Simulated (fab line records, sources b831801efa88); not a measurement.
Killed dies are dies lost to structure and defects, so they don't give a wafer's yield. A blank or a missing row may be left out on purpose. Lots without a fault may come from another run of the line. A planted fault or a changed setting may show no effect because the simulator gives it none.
fab line records | flow sky130
record lots=15 wafers=45 last_day=50
route steps=708 shown METAL2@500 VIA2@509
lots that met no fault: from a run of the same line without faults
start_h: hours from the record's first day to the start of the lot's first wafer shown | wait_h: hours since the lot's step before | " the same as in the row above | L1.1+2: a row that stands for several wafers | - no value, or no start given | * or withheld: withheld | < > ~ a bound
route shown NAME@n: a module of which the file shows steps, and the number in the route of the first | usual: mean/standard deviation of fault-free wafers | same: alike in all rows | chamber/n: place in a boat | sites: the reading at each site | _std_site: their standard deviation | _edge_site: outer sites' mean less inner sites' | radius_mm: how far each site lies from the wafer's centre | mask NAME#n: copy n | behind: the tool/chamber that last shaped the wafer | hold: why the lot was held/for how many hours/how that ended | device: the transistor (n, p or np) that didn't switch | end of line: the same wafers' tests at the end of the route | a step without rows: its recipe alone | killed: dies lost to structure and defects at the first sort, not the wafer's yield | map: a wafer's dies, x killed, . not, _ none there
set.NAME: the setting as run; set.NAME@STEP: as run at that earlier step | model.NAME: the simulator's own value behind a step, which no gauge read
steps of the route over a sample of lots; a table a step, a row a wafer
services: from which hour (start_h, from the record's first day; less than 0 if before it) a tool's chamber was out of use, for how many hours, and why
## steps
# step SKY_METAL2_DESCUM_17
# recipe chemistry=O2 source_power_w=150 bias_power_w=0 pressure_mtorr=10 temp_c=40 time_s=8
# usual drypump_motor_current_A=5.4/0.37 oes_product_au=1.003/0.012
# columns lot.wafer tool chamber start_h wait_h drypump_motor_current_A oes_product_au rf_hours_counter_h
L632.1 rie_metal-02 0 820.58 0.0 6.0 0.991 15
L632.2 " 1 " " 5.3 1.011 1
L632.4 " 1 " " 5.3 0.999 -
L633.1 rie_metal-04 0 841.54 0.0 5.8 0.990 11
L633.4 " 1 " " 4.7 0.984 -
L633.5 " 0 " " 5.8 0.991 -
L634.1 rie_metal-02 1 845.39 0.0 5.3 1.016 1
L634.2 " 0 " " 6.0 0.997 16
L634.4 " 0 " " 6.0 0.987 -
L637.1 rie_metal-03 0 863.94 0.0 5.4 1.015 14
L637.3 " 0 " " 5.4 1.007 -
L637.4 " 1 " " 5.3 1.001 -
L636.3 rie_metal-03 0 868.64 0.0 5.4 1.018 -
L636.4 " 1 " " 5.3 0.985 -
L636.5 " 1 " " 5.3 1.008 -
L638.2 rie_metal-03 0 879.29 0.0 5.4 1.032 14
L638.3 " 0 " " 5.4 1.020 -
L638.6 " 0 " " 5.3 1.023 -
L639.3 rie_metal-04 1 889.09 0.0 4.7 0.999 -
L639.4 " 0 " " 5.8 0.997 -
L639.5 " 1 " " 4.8 0.997 -
L640.2 rie_metal-03 0 891.13 0.0 5.4 1.014 15
L640.3 " 1 " " 5.3 0.996 -
L640.6 " 0 " " 5.4 1.032 -
L641.2 rie_metal-02 0 905.14 0.0 6.0 0.999 0
L641.3 " 0 " " 6.0 1.001 -
L641.4 " 1 " " 5.3 1.018 -
L643.1 rie_metal-04 1 913.73 0.0 4.7 0.989 12
L643.2 " 0 " " 5.9 0.997 15
L643.5 " 0 " " 5.9 0.996 -
L644.1 rie_metal-02 0 919.63 0.0 6.0 0.999 1
L644.2 " 1 " " 5.3 1.020 7
L644.6 " 0 " " 6.0 0.996 -
L645.1 rie_metal-02 1 940.48 0.0 5.3 1.014 8
L645.2 " 1 " " 5.3 1.009 -
L645.4 " 1 " " 5.3 1.020 -
L646.3 rie_metal-04 1 949.00 0.0 4.8 0.981 -
L646.4 " 0 " " 5.9 0.997 -
L646.6 " 0 " " 5.8 1.002 -
L647.1 rie_metal-04 0 960.48 0.0 5.8 1.014 17
L647.3 " 1 " " 4.7 0.993 -
L647.4 " 0 " " 5.8 1.012 -
L648.2 rie_metal-04 1 965.14 0.0 4.7 0.987 15
L648.4 " 1 " " 4.7 0.983 -
L648.5 " 0 " " 5.9 0.998 -
# step SKY_VIA2_CMP_02
# recipe material=SiO2 down_force_psi=4 platen_rpm=60 pad_velocity_m_s=0.94248
# usual edge_zone_pressure_frac=0.999/0.0055 motor_current_A=12.3/1.8 platen_rpm=60.00/0.04
# columns lot.wafer tool chamber start_h wait_h edge_zone_pressure_frac motor_current_A platen_rpm
L632.2 cmp-01 2 821.61 0.0 0.999 15.6 59.91
L632.4 " 3 " " 0.992 9.4 60.02
L632.1 " 0 " " 0.998 11.8 59.97
L633.4 cmp-02 0 842.62 0.0 0.998 10.3 60.00
L633.1 " 2 " " 1.001 11.6 59.98
L633.5 " 1 " " 0.995 13.4 59.97
L634.1 cmp-01 2 846.45 0.1 0.990 15.3 60.05
L634.2 " 3 " " 1.007 9.4 60.05
L634.4 " 0 " " 1.010 11.9 59.92
L637.4 cmp-02 0 864.90 0.0 1.000 11.4 60.01
L637.1 " 1 " " 1.000 14.0 59.94
L637.3 " 2 " " 0.993 11.3 59.98
L636.4 cmp-02 3 869.59 0.0 1.009 11.5 59.97
L636.3 " 1 " " 1.001 13.0 60.02
L636.5 " 0 " " 1.000 10.9 59.97
L638.2 cmp-01 0 880.25 0.0 0.997 11.5 60.04
L638.3 " 1 " " 1.002 13.4 60.02
L638.6 " 0 " " 0.999 12.5 60.02
L639.3 cmp-01 1 890.09 0.0 1.002 13.6 60.01
L639.4 " 3 " " 1.011 9.7 60.05
L639.5 " 2 " " 0.995 15.4 60.06
L640.2 cmp-02 0 892.23 0.1 1.005 11.5 59.99
L640.3 " 1 " " 1.001 13.6 59.97
L640.6 " 3 " " 0.993 11.3 60.04
L641.4 cmp-02 3 906.11 0.0 0.998 12.3 59.99
L641.2 " 1 " " 1.000 13.6 60.03
L641.3 " 2 " " 1.002 10.6 59.95
L643.1 cmp-02 1 914.74 0.1 0.997 12.5 59.98
L643.2 " 3 " " 1.003 11.3 60.06
L643.5 " 1 " " 0.998 13.5 59.96
L644.1 cmp-01 1 920.75 0.1 0.990 13.8 60.00
L644.2 " 2 " " 1.003 15.7 59.99
L644.6 " 0 " " 1.002 12.3 59.94
L645.2 cmp-01 2 941.72 0.0 1.004 15.0 60.02
L645.4 " 3 " " 0.984 9.7 59.98
L645.1 " 0 " " 0.996 11.9 60.03
L646.3 cmp-01 1 950.07 0.1 0.999 13.7 59.96
L646.4 " 3 " " 0.993 9.7 59.99
L646.6 " 1 " " 1.000 13.2 59.98
L647.1 cmp-01 0 961.45 0.1 0.996 11.7 59.98
L647.4 " 1 " " 1.005 13.7 59.93
L647.3 " 2 " " 0.991 15.3 60.00
L648.2 cmp-02 3 966.22 0.1 1.002 11.0 59.99
L648.4 " 0 " " 1.006 11.1 60.00
L648.5 " 2 " " 0.994 11.7 60.03
# step SKY_VIA2_CVD_21
# recipe material=W target_thk_nm=420 time_s=126.4 temp_c=400 pressure_torr=40
# usual heater_power_w=770/44
# columns lot.wafer tool chamber start_h wait_h heater_power_w
L632.1 cvd_w-01 0 849.85 0.0 705
L632.2 " 1 " " 821
L632.4 " 0 " " 710
L633.1 cvd_w-01 1 870.32 0.0 823
L633.4 " 1 " " 801
L633.5 " 0 " " 715
L634.1 cvd_w-02 1 874.01 0.0 832
L634.2 " 0 " " 747
L634.4 " 1 " " 862
L637.1 cvd_w-02 0 892.26 0.0 750
L637.3 " 1 " " 856
L637.4 " 0 " " 764
L636.3 cvd_w-02 0 896.69 0.1 755
L636.4 " 1 " " 819
L636.5 " 0 " " 757
L638.2 cvd_w-01 1 906.62 0.0 821
L638.3 " 1 " " 807
L638.6 " 0 " " 713
L639.3 cvd_w-01 1 916.75 0.1 808
L639.4 " 0 " " 723
L639.5 " 1 " " 815
L640.2 cvd_w-02 1 918.50 0.0 810
L640.3 " 1 " " 795
L640.6 " 1 " " 786
L641.2 cvd_w-02 1 932.66 0.0 809
L641.3 " 1 " " 787
L641.4 " 0 " " 754
L643.1 cvd_w-02 1 941.42 0.0 802
L643.2 " 0 " " 749
L643.5 " 0 " " 740
L644.1 cvd_w-01 0 946.84 0.0 713
L644.2 " 1 " " 811
L644.6 " 1 " " 814
L645.1 cvd_w-01 0 968.00 0.0 739
L645.2 " 0 " " 734
L645.4 " 0 " " 714
L646.3 cvd_w-02 1 975.59 0.1 807
L646.4 " 0 " " 743
L646.6 " 1 " " 794
L647.1 cvd_w-01 0 987.23 0.0 716
L647.3 " 1 " " 787
L647.4 " 0 " " 723
L648.2 cvd_w-01 0 991.91 0.0 713
L648.4 " 1 " " 815
L648.5 " 1 " " 803
# step SKY_VIA2_CMP_24
# recipe stop_on=SiO2 t_overpolish_s=20 down_force_psi=3.5 platen_rpm=60 target_thk_nm=0 pad_velocity_m_s=0.94248
# usual edge_zone_pressure_frac=1.000/0.0052 motor_current_A=11.1/1.6 overpolish_run_s=20.000/0.0089 platen_rpm=60.00/0.043 time_to_endpoint_s=102/4.9
# columns lot.wafer tool chamber start_h wait_h edge_zone_pressure_frac motor_current_A overpolish_run_s platen_rpm time_to_endpoint_s
L632.2 cmp-02 1 850.21 0.1 1.001 12.3 19.999 59.97 106
L632.1 " 2 " " 0.999 10.6 20.004 59.93 108
L632.4 " 3 " " 0.994 10.0 20.007 60.01 106
L633.4 cmp-01 2 870.63 0.0 1.004 14.2 20.001 59.99 100
L633.1 " 3 " " 1.007 8.6 19.995 59.95 102
L633.5 " 3 " " 1.000 9.2 19.994 60.01 102
L634.2 cmp-02 2 874.37 0.1 1.004 10.4 19.991 60.00 103
L634.4 " 3 " " 0.997 10.1 19.999 60.05 106
L634.1 " 0 " " 1.006 10.4 19.997 60.02 106
L637.3 cmp-01 2 892.57 0.0 1.008 14.2 19.987 60.00 98
L637.4 " 0 " " 0.997 10.6 20.000 60.04 99
L637.1 " 1 " " 1.008 12.8 20.000 60.00 109
L636.4 cmp-02 2 897.01 0.1 1.003 10.7 20.022 59.98 100
L636.3 " 3 " " 0.994 10.7 19.993 60.04 106
L636.5 " 1 " " 1.001 11.6 20.007 60.01 105
L638.2 cmp-02 1 906.98 0.1 1.002 11.9 20.000 60.00 102
L638.3 " 3 " " 1.001 10.4 20.011 59.95 101
L638.6 " 0 " " 0.997 10.3 19.991 60.00 101
L639.4 cmp-02 0 917.30 0.3 0.994 10.4 19.975 59.91 100
L639.3 " 1 " " 0.996 12.4 19.999 60.07 101
L639.5 " 1 " " 0.991 12.5 20.015 59.98 101
L640.2 cmp-01 0 918.83 0.1 1.004 11.0 19.991 59.95 99
L640.3 " 1 " " 0.993 12.4 19.996 59.99 106
L640.6 " 0 " " 1.004 11.2 20.017 59.94 96
L641.3 cmp-01 2 932.97 0.0 0.998 14.5 19.986 59.97 93
L641.2 " 3 " " 0.999 8.9 20.006 59.96 94
L641.4 " 0 " " 1.005 10.5 20.009 60.02 95
L643.1 cmp-02 1 941.73 0.1 0.998 12.3 19.985 59.96 99
L643.2 " 0 " " 1.002 10.3 19.999 60.01 103
L643.5 " 1 " " 0.996 11.8 19.987 60.00 105
L644.1 cmp-02 2 947.16 0.1 1.000 10.5 19.999 60.08 103
L644.2 " 1 " " 1.009 12.3 20.006 60.00 105
L644.6 " 3 " " 1.000 10.4 19.991 59.90 105
L645.2 cmp-02 2 968.44 0.0 1.010 11.2 20.012 59.93 97
L645.1 " 3 " " 0.999 10.4 20.003 59.99 103
L645.4 " 0 " " 0.992 10.5 19.984 59.95 100
L646.4 cmp-02 3 975.86 0.0 1.007 10.5 0.037 60.03 159
L646.3 " 0 " " 0.998 10.0 19.989 59.90 102
L646.6 " 0 " " 1.000 10.2 20.007 59.99 101
L647.1 cmp-02 2 987.54 0.1 1.002 10.3 0.044 60.03 157
L647.3 " 0 " " 1.005 10.4 20.003 60.04 105
L647.4 " 1 " " 0.998 12.3 0.034 60.00 157
L648.4 cmp-02 0 992.32 0.1 1.007 10.2 0.044 60.01 158
L648.2 " 1 " " 1.007 12.4 19.983 60.06 104
L648.5 " 3 " " 0.996 10.1 0.053 59.95 159
## services
# columns tool chamber start_h hours kind
rie_metal-02 0 802.16 16.8 repair
cvd_w-02 0 813.04 42.2 repair
cmp-02 - 814.63 1.1 repair
rie_metal-02 - 822.78 1.4 pm
cmp-02 - 838.21 3.4 repair
rie_metal-03 1 847.98 2.7 repair
rie_metal-02 0 855.72 25.8 repair
rie_metal-03 - 858.47 4.3 pm
cmp-01 - 860.10 0.2 repair
cvd_w-02 - 869.05 0.4 repair
rie_metal-03 0 870.87 7.6 repair
cvd_w-02 - 878.95 0.9 repair
cvd_w-01 1 884.75 4.2 repair
rie_metal-04 - 890.70 0.5 repair
cvd_w-02 - 904.00 14.0 pm
cmp-01 - 912.00 4.0 pm
cmp-01 - 926.94 4.5 pm
cmp-01 - 931.99 0.6 repair
rie_metal-02 0 932.02 9.3 repair
rie_metal-02 - 953.11 2.8 pm
rie_metal-02 - 955.95 0.8 repair
cmp-01 - 966.19 0.7 repair
cvd_w-01 1 967.88 1.6 repair
cmp-02 - 990.81 1.2 repair
## key
first_sign step=SKY_VIA2_CMP_24 reading=overpolish_run_s direction=down sigmas=99+ usual=20.000 struck=0.042
effect step=SKY_VIA2_CMP_24 reading=time_to_endpoint_s direction=up sigmas=12 usual=* struck=*
met_at SKY_VIA2_CMP_24
struck_lots L646,L647,L648
struck_wafers L646.4,L647.1,L647.4,L648.4,L648.5
later_rows_left_out L646.4,L647.1,L647.4,L648.4,L648.5
sort_left_out L646.4,L647.1,L647.4,L648.4,L648.5
not_acting_at SKY_METAL2_DESCUM_17,SKY_VIA2_CMP_02,SKY_VIA2_CVD_21
onset_between 968.44 975.86
fault kind=process_parameter_drift tool=cmp-02 chamber=- onset_h=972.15 steps=SKY_VIA2_CMP_24 channel=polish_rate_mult offset=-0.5 shape=step end_h=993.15 scope=struck_wafers_only
# sort_left_out: the simulated sort isn't trusted on such a fault, so these wafers' sort isn't shown, and their yield isn't known
# later_rows_left_out: the simulator's readings of these wafers behind a module that went badly wrong aren't trusted and aren't shown, but for the sort
